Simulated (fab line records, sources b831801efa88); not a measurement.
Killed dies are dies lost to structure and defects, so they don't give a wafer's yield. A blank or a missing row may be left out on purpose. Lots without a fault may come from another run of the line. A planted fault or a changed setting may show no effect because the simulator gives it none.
Problem report in the 8D (eight disciplines) form, filled by code | flow sky130 | the parts of the form that need people (team, actions taken, sign-off) are left out

1. THE PROBLEM
LDD_N_OVL at SKY_LDD_N_OVL_MEAS_07 reads a mean of -46.9 nm on 6 wafers of 2 lots; wafers without a fault read 1.8 nm with a standard deviation of 1.4. That is -35 standard deviations from the usual mean.
First seen on wafer L297.3, day 19 21:44, on overlay-02. The record holds 42 wafers of 14 lots with a number at this step. Rule for "out", or "out of limits": more than 4 standard deviations from the usual mean. The other wafers with a number count as sound.

2. WHAT IT IS AND WHAT IT IS NOT
question                    | is                     | is not
which readings at this step | LDD_N_OVL              | -
which lots                  | L297, L300             | L291, L292, L293, L294, L295, L296, L302, L308, L311, L312, L313, L314
which wafers of those lots  | all that have a number | -
read on which gauges        | overlay-01, overlay-02 | -
when                        | from day 19 21:44      | up to then (18 sound wafers); but 18 sound wafers of L302, L308, L311, L312, L313, L314 came after

3. SUSPECTS, AND WHAT RULES EACH OUT
Counting: a tool at a process step up to the reading stays a suspect if it ran every lot that is out and no sound lot after the first of them.
- the gauge at SKY_LDD_N_OVL_MEAS_07: ruled out. The wafers that are out were read on 2 gauges (overlay-01, overlay-02).
- iline_stepper-01 at SKY_LDD_N_EXPOSE_04 (exposes mask NTM, target cd 840 nm): kept. It ran every lot that is out, first L297 (day 19 05:56), and no sound lot after that; its last sound lot up to then is L296 (day 18 20:59).
Left after counting: iline_stepper-01 at SKY_LDD_N_EXPOSE_04.

4. THE CAUSE (what the simulator had put in)
Scanner matching overlay: iline_stepper-01, from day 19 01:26 on, at SKY_LDD_N_EXPOSE_04. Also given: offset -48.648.
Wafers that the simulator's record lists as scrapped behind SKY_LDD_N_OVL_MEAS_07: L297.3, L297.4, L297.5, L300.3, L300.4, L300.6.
Counting left only this tool.

5. THE CHAIN OF EFFECTS, in route order
Each row: a reading whose mean over the struck wafers that have a number lies more than 3 standard deviations from the usual. Only readings for which the record gives a usual standard deviation are gone through. hours: the time from each lot's start at the first step in this table that gives one to its start at this step, as a median over the lots. sigmas: the change in usual standard deviations.
hours | step                  | reading   | usual  | on struck wafers | change | sigmas
0     | SKY_LDD_N_OVL_MEAS_07 | LDD_N_OVL | 1.8 nm | -46.9            | -48.6  | -35

6. WHAT WOULD HAVE CAUGHT IT SOONER
In this record the first reading out of limits at a measuring or inspecting step was taken at day 19 21:44, 20 hours after the fault began at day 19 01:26.
Of the lots that are out (2), L300 began SKY_LDD_N_EXPOSE_04 on iline_stepper-01 after day 19 21:44. A hold on the tool at that time would have spared it.
